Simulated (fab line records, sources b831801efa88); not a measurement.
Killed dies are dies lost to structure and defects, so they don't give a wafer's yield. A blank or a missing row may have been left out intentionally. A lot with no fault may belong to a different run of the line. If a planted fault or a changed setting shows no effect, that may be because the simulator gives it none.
Struck lot and sound lot, side by side :: flow sky130 :: 31 out of 708 route steps
Sound: these wafers, L926.2, L926.4, L926.6. Struck: wafer L930.2. (L930.3, L930.4 of the same lot were not struck and are left out.) The cause comes at the end.
At each step with rows: each side's tool, then ch and its chambers, then its first start. Under that, the readings that differ: sound wafers :: struck wafers :: difference of the means :: sigmas: that difference in standard deviations of wafers without a fault.
alike: readings whose means differ by less than 2 such deviations, and words and numbers that are the same on both sides. not compared: withheld readings, readings that some wafer has no value for, bounds like >300 that may hide the same value, and numbers for which the record gives no deviation and whose values overlap.
The two part at a step that has a row with sigmas, a row that says differs or no value, or rows on one side only. Non-overlapping numbers with no deviation appear without sigmas and do not part them. Lack of a reading on every wafer of one side parts them only where that side has two or more wafers.

SKY_LI_CONTACT_OVL_MEAS_13:
  sound: overlay-02 at day 30 17:37; struck: overlay-02 at day 32 04:20
  alike: LI_CONTACT_OVL
then, 2 steps without rows for these wafers: SKY_LI_CONTACT_ETCH_14 (etches BARC in N2/H2, stops on SiO2, time 45.9 s, target depth 60 nm); SKY_LI_CONTACT_ETCH_15 (etches PSG in C4F8/O2/Ar, stops on Si, target depth 600 nm).
SKY_LI_CONTACT_STRIP_16: strips in O2/N2.
  sound on plasmaAsher-03 ch 0,1, day 30 17:47; struck on plasmaAsher-03 ch 1, day 32 04:29
  alike: drypumpMotorCurrentA, oesProductAu, stripTimeToEndpointS
  not compared: rfHoursCounterH
then, 2 steps without rows for these wafers: SKY_LI_CONTACT_CLEAN_17 (cleans in NMP, time 600 s); SKY_LI_CONTACT_PRE_CLEAN_18 (time 5.6 s).
SKY_LI_CONTACT_SPUTTER_19: material Ti, target thk 20 nm, time 106.37 s.
  sound: pvdSputter-02 at day 30 18:04; struck: pvdSputter-03 at day 32 04:58
  alike: throttleValvePct
SKY_LI_CONTACT_SPUTTER_20: material TiN, target thk 20 nm, time 80 s.
  sound: pvdSputter-02 at day 30 18:09; struck: pvdSputter-03 at day 32 05:02
  alike: throttleValvePct
then, 1 step without rows for these wafers: SKY_LI_CONTACT_CVD_21 (deposits W, target thk 400 nm, time 120.56 s).
SKY_LI_CONTACT_RS_MEAS_22: the measuring method here is four-point-probe.
  sound: filmMetro-01 at day 30 18:21; struck: filmMetro-04 at day 32 05:14
  alike: LI_CONTACT_W_RS
SKY_LI_CONTACT_THK_MEAS_23: measures by xrf.
  sound: filmMetro-01 at day 30 18:28; struck: filmMetro-04 at day 32 05:21
  alike: LI_CONTACT_W_THK
SKY_LI_CONTACT_CMP_24: polishes, stops on PSG, t overpolish 20 s, target thk 0 nm.
  sound on cmp-02 ch 2,3, day 30 18:31; struck on cmp-02 ch 1, day 32 05:24
reading: motorCurrentA (A)
sound: 12.3 12.2 12.5
struck: 10.2
difference: -2.1
sigmas: -2

reading: timeToEndpointS (s)
sound: 93 100 95
struck: 105
difference: +9
sigmas: +3
  alike: overpolishRunS
SKY_LOCAL_INTERCONNECT_SPUTTER_00: material TiN, target thk 100 nm, time 83.3 s.
  sound: pvdSputter-01 at day 30 18:49; struck: pvdSputter-01 at day 32 05:42
reading: model.TiN_of_LOCAL_INTERCONNECT_SPUTTER_00.thkNm (nm)
sound: 100.4 101.2 100.6
struck: 91.83
difference: -8.90
sigmas: 
  alike: throttleValvePct
SKY_LOCAL_INTERCONNECT_RS_MEAS_01: the measuring method here is four-point-probe.
  sound: filmMetro-04 at day 30 18:54; struck: filmMetro-01 at day 32 05:47
reading: LOCAL_INTERCONNECT_TIN_RS (ohm/sq)
sound: 14.08 13.96 14.08
struck: 15.46
difference: +1.42
sigmas: +8
SKY_LOCAL_INTERCONNECT_THK_MEAS_02: measures by xrf.
  sound: filmMetro-04 at day 30 19:01; struck: filmMetro-01 at day 32 05:53
reading: LOCAL_INTERCONNECT_TIN_THK (nm)
sound: 101.3 102.4 101.3
struck: 91.8
difference: -9.9
sigmas: -8
then, 8 steps without rows for these wafers: SKY_LOCAL_INTERCONNECT_DEHYDRATE_03 (time 60 s); SKY_LOCAL_INTERCONNECT_HMDS_04 (prime time 60 s); SKY_LOCAL_INTERCONNECT_COAT_05 (resist thk 60 nm); SKY_LOCAL_INTERCONNECT_COAT_06 (resist thk 450 nm); SKY_LOCAL_INTERCONNECT_SOFTBAKE_07 (time 90 s); SKY_LOCAL_INTERCONNECT_EXPOSE_08 (exposes mask LI1M, target cd 170 nm); SKY_LOCAL_INTERCONNECT_PEB_09; SKY_LOCAL_INTERCONNECT_DEVELOP_10 (develop time 60 s).
SKY_LOCAL_INTERCONNECT_CD_MEAS_11: the cd target is 170 nm.
  sound: cdSem-02 at day 31 22:59; struck: cdSem-01 at day 33 08:19
  alike: cdNm
SKY_LOCAL_INTERCONNECT_OVL_MEAS_12:
  sound: overlay-01 at day 31 23:06; struck: overlay-01 at day 33 08:26
  alike: LOCAL_INTERCONNECT_OVL
SKY_LOCAL_INTERCONNECT_ETCH_13: etches BARC in N2/H2, stops on SiO2, time 45.9 s, target depth 60 nm.
  sound on rieMetal-03 ch 0, day 31 23:09; struck on rieMetal-02 ch 1, day 33 08:28
reading: oesProductAu (a.u.)
sound: 0.864 0.854 0.859
struck: 0.848
difference: -0.011
sigmas: -2

reading: rfHoursCounterH (h)
sound: - - -
struck: 13
difference: no value on the sound wafers
sigmas: 
  alike: drypumpMotorCurrentA, throttleValvePct
SKY_LOCAL_INTERCONNECT_METAL_ETCH_14: etches TiN in Cl2/BCl3, stops on PSG, target depth 110 nm, time 31.4 s.
  sound on rieMetal-03 ch 0, day 31 23:16; struck on rieMetal-02 ch 1, day 33 08:31
reading: oesProductAu (a.u.)
sound: 0.939 0.942 0.939
struck: 0.895
difference: -0.045
sigmas: -5

reading: rfHoursCounterH (h)
sound: - - -
struck: 13
difference: no value on the sound wafers
sigmas: 

reading: throttleValvePct (%)
sound: 21.893 21.894 21.903
struck: 21.948
difference: +0.051
sigmas: +5
  alike: bcl3FlowSccm, drypumpMotorCurrentA
then, 1 step without rows for these wafers: SKY_LOCAL_INTERCONNECT_STRIP_15 (strips in O2/N2).
SKY_LOCAL_INTERCONNECT_STRIP_16: strips in post etch residue remover, time 1200 s.
  sound on wetBench-04 ch 3, day 31 23:27; struck on wetBench-04 ch 0, day 33 08:40
reading: model.TiN_of_LOCAL_INTERCONNECT_SPUTTER_00.thkNm (nm)
sound: 99.93 100.8 100.2
struck: 91.41
difference: -8.90
sigmas: 
  alike: bathGuardTempC
then, 1 step without rows for these wafers: SKY_LOCAL_INTERCONNECT_CLEAN_17 (cleans in IPA, time 180 s).
-- the record jumps here: 15 days lie between the struck wafers' starts before and after (it left off in module LOCAL_INTERCONNECT and takes up again in module PAD_OPEN, whose first step shown is number 708 of the route) --
SKY_PAD_OPEN_PROBE_99:
  sound: prober-02 at day 46 22:55; struck: prober-02 at day 48 00:29
reading: model.etest.resLi.lineOhmUm
sound: 75.36 75.49 74.46
struck: 82.7
difference: +7.6
sigmas: 

reading: model.etest.resLi.rsOhmSq
sound: 12.73 12.62 12.73
struck: 13.92
difference: +1.23
sigmas: 
  alike: killed_at_M0_to_M3, killed_at_M4_up, killedAtContacts, killedAtFrontEnd, killedAtOther, killedDies, killedOpen, killedShort

== WHERE THEY PART ==
At SKY_LI_CONTACT_CMP_24 first; at SKY_LOCAL_INTERCONNECT_METAL_ETCH_14 last (within this record only). Later steps at which nothing parts them and some readings are alike: SKY_LOCAL_INTERCONNECT_STRIP_16, SKY_PAD_OPEN_PROBE_99.

WHY: the cause the simulator had injected
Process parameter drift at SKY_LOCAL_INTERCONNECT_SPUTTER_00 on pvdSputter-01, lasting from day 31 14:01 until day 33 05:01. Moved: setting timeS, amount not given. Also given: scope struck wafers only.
